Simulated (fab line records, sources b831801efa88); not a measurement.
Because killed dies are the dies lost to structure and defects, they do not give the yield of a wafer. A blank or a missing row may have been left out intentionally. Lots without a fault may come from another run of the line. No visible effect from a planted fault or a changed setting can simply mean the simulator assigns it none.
Matching of chambers ; flow sky130 ; 4 sister chambers for SKY_VIA3_ETCH_14 on rie diel-04
The step etches BARC in N2/H2, stops on SiO2, time 45.9 s, target depth 60 nm. 20 wafers are shown with their chamber, then 10 later ones without.

== WAFERS, EACH WITH ITS CHAMBER ==
wafer;chamber;drypump motor current A (A);throttle valve pct (%);oes product au (a.u.)
L074.2;1;6.3;13.230;0.856
L074.3;2;5.2;13.234;0.855
L074.4;3;5.4;13.219;0.861
L076.2;1;6.2;13.229;0.853
L076.4;0;5.0;13.222;0.855
L076.6;3;5.4;13.237;0.856
L077.1;1;6.3;13.219;0.853
L077.3;0;5.1;13.245;0.848
L077.5;2;5.1;13.224;0.856
L080.1;0;5.1;13.233;0.858
L080.3;3;5.5;13.224;0.852
L080.5;3;5.5;13.246;0.856
L079.1;2;5.1;13.235;0.852
L079.3;3;5.4;13.226;0.851
L079.4;0;5.0;13.233;0.851
L082.2;2;5.2;13.229;0.849
L082.4;1;6.3;13.230;0.847
L082.6;1;6.3;13.224;0.855
L083.3;2;5.2;13.214;0.856
L083.4;1;6.3;13.218;0.851

SIGNATURES, as means of the wafers listed above
reading;chamber 0;chamber 1;chamber 2;chamber 3;scatter within a chamber
drypump motor current A;5.050;6.283;5.160;5.440;0.0514
throttle valve pct;13.23325;13.22500;13.22720;13.23040;0.00862
oes product au;0.85300;0.85250;0.85360;0.85520;0.00362
Rule: for each reading, subtract the chamber's mean from the wafer's reading, divide by that reading's scatter and square the result; add these up over the readings and take the root, which gives the wafer's distance from the chamber. The wafer belongs to the nearest chamber; if the next one is less than 2 further off, it can't be placed. How the scatter is found: for the shown wafers, subtract from each reading the mean of its chamber, square and add these, divide the total by (wafers less chambers), then take the root.

== WAFERS WHOSE CHAMBER IS MISSING ==
wafer;drypump motor current A (A);throttle valve pct (%);oes product au (a.u.)
L083.5;5.0;13.226;0.852
L085.2;6.3;13.226;0.850
L085.3;5.1;13.242;0.856
L085.4;5.2;13.218;0.846
L087.1;6.3;13.220;0.856
L087.4;5.5;13.229;0.859
L087.6;5.4;13.222;0.859
L097.2;5.0;13.221;0.854
L097.3;6.3;13.231;0.843
L097.6;5.5;13.221;0.857

== EACH ONE'S CHAMBER ==
wafer;from the rows above;in truth
L083.5;can't be placed: 0 or 2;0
L085.2;1;1
L085.3;can't be placed: 0 or 2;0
L085.4;can't be placed: 2 or 0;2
L087.1;1;1
L087.4;3;3
L087.6;3;3
L097.2;can't be placed: 0 or 2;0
L097.3;1;1
L097.6;3;3
6 of 10 placed correctly. Can't be placed from these rows: 4 (the true chamber is among the candidates in 4). 0 placed wrongly.
